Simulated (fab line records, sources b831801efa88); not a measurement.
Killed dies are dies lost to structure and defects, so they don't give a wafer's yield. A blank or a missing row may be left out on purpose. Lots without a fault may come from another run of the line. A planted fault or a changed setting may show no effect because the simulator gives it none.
Which tool did it? | flow gf180mcu | 12 lots, 36 wafers sampled, at 1 step of a route of 602

WHAT THE GAUGES READ, wafer by wafer
GF_V3_THK_MEAS_01.
lot  | measured     | on            | V3_CVD_00_THK (nm)
L360 | day 21 19:35 | film_metro-02 | 579 579 560
L361 | day 22 04:41 | film_metro-04 | 579 586 574
L362 | day 22 12:53 | film_metro-03 | 570 565 562
L363 | day 23 00:28 | film_metro-03 | 578 575 574
L364 | day 23 10:14 | film_metro-04 | 570 576 573
L369 | day 25 00:49 | film_metro-03 | 579 578 582
L373 | day 26 19:04 | film_metro-04 | 569 574 571
L374 | day 26 23:05 | film_metro-04 | 570 569 570
L375 | day 27 01:11 | film_metro-04 | 581 569 567
L379 | day 28 02:32 | film_metro-04 | 576 577 574
L378 | day 28 04:38 | film_metro-02 | 568 574 570
L380 | day 28 14:37 | film_metro-04 | 585 583 573

WHICH TOOL RAN EACH LOT (tool, then ch and the chambers of the sampled wafers, then the start)
The record holds no process step before these readings.

WHAT THE TOOLS THEMSELVES READ (means of the sampled wafers that have a number; where no wafer has one, the mark that the record gives instead)
The record holds no such reading with a usual standard deviation.

THE ANSWER, worked out from the rows above alone
Rule: what is usual is taken from the lots themselves. Put in order of their means at a reading, lots are off if they are a third of the lots or fewer, leave a main group of 4 or more, and stand apart from it by a gap of 3 or more times the standard deviation of the main group's means; of several such gaps the widest counts. A main group whose means are all the same, to the digits that the tables above print for the reading, isn't used. A lot without any number at a reading at which 4 lots or more have one is off too. The other lots that the step has rows for count as sound. The gauges are gone through in route order, then the tools' own readings, and for those a lot's mean is taken as printed above. The first step at which some lot is off is used, and at that step the reading that is off furthest; a lot without a number counts as furthest.
No lot is off at any reading shown: from this, nothing can be told.

WHAT THE SIMULATOR HAD PUT IN
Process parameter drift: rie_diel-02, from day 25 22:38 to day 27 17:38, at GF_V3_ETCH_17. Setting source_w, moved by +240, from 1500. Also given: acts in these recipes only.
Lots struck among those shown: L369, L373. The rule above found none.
